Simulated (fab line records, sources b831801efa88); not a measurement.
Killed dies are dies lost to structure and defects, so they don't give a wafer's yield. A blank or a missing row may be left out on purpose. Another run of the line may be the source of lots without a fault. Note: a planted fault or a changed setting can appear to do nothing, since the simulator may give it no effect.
Problem report, 8D (eight disciplines) form, completed by code + flow gf180mcu + the parts of the form that need people (team, actions taken, sign-off) are left out

== 1. WHAT IS WRONG ==
run-length-s at GF_V1_SOFTBAKE_10 reads a mean of 93.68 s on 2 wafers of 2 lots; wafers without a fault read 88.96 s with a standard deviation of 0.13. Measured from the usual mean, that is +36 standard deviations.
The step: time 60 s.
The first sign was on wafer L749.1 at day 22 15:00, on litho-track-04. At this step, 39 wafers from 13 lots have a number in the record. The rule behind "out" and "out of limits": a value lying over 4 standard deviations away from the usual mean. All remaining wafers that have a number are taken as sound.

== 2. WHAT IT IS, AND WHAT IT ISN'T ==
| question                    | is                | is not                                                                                             |
|-----------------------------|-------------------|----------------------------------------------------------------------------------------------------|
| which readings at this step | run-length-s      | heater-power-total-W                                                                               |
| which lots                  | L749, L751        | L737, L738, L739, L740, L741, L743, L752, L755, L756, L757, L758                                   |
| which wafers of those lots  | L749.1, L751.3    | L749.2, L749.5, L751.2, L751.5                                                                     |
| read on which tools         | litho-track-04    | litho-track-02, litho-track-03                                                                     |
| when                        | from day 22 15:00 | up to then (20 sound wafers); but 17 sound wafers of L751, L752, L755, L756, L757, L758 came after |

== 3. WHAT RULES OUT EACH SUSPECT ==
Counting: if a tool at a process step up to the reading ran every lot that is out, it stays a suspect. Sound lots after the first of them don't rule it out here, since some wafers of a struck lot are sound.
- litho-track-04 at GF_V1_SOFTBAKE_10 (time 60 s): kept. It ran every lot that is out, first L749 (day 22 15:00); its last sound lot up to then is L743 (day 20 11:00). Its own readings are out on those wafers: run-length-s.
Remaining after the count: litho-track-04 at GF_V1_SOFTBAKE_10.

== 4. THE CAUSE (what the simulator had put in) ==
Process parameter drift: litho-track-04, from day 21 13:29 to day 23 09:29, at GF_V1_SOFTBAKE_10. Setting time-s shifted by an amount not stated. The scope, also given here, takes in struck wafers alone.
Counting left only this tool.

== 5. SEQUENCE OF EFFECTS, ordered by route ==
One row per reading whose mean, taken over the struck wafers that have a number, lies over 3 standard deviations from the usual. Scope: only readings with a usual standard deviation given in the record; hours: median across lots of the time from each lot's start at the first step in this table that gives one to its start at this step; sigmas: change in usual standard deviations.
| hours | step              | reading      | usual   | on struck wafers | change | sigmas |
|-------|-------------------|--------------|---------|------------------|--------|--------|
| 0     | GF_V1_SOFTBAKE_10 | run-length-s | 88.96 s | 93.68            | +4.72  | +36    |
Process steps it contains:
- GF_V1_SOFTBAKE_10: time 60 s.
Later measuring or inspecting steps at which every struck wafer that the step has a row for has a number for every such reading, and none has moved that far: GF_V1_RS_MEAS_24.

== 6. HOW IT WOULD HAVE BEEN CAUGHT EARLIER ==
In this record the first reading out of limits was taken at day 22 15:00, 26 hours after the fault began at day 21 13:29.
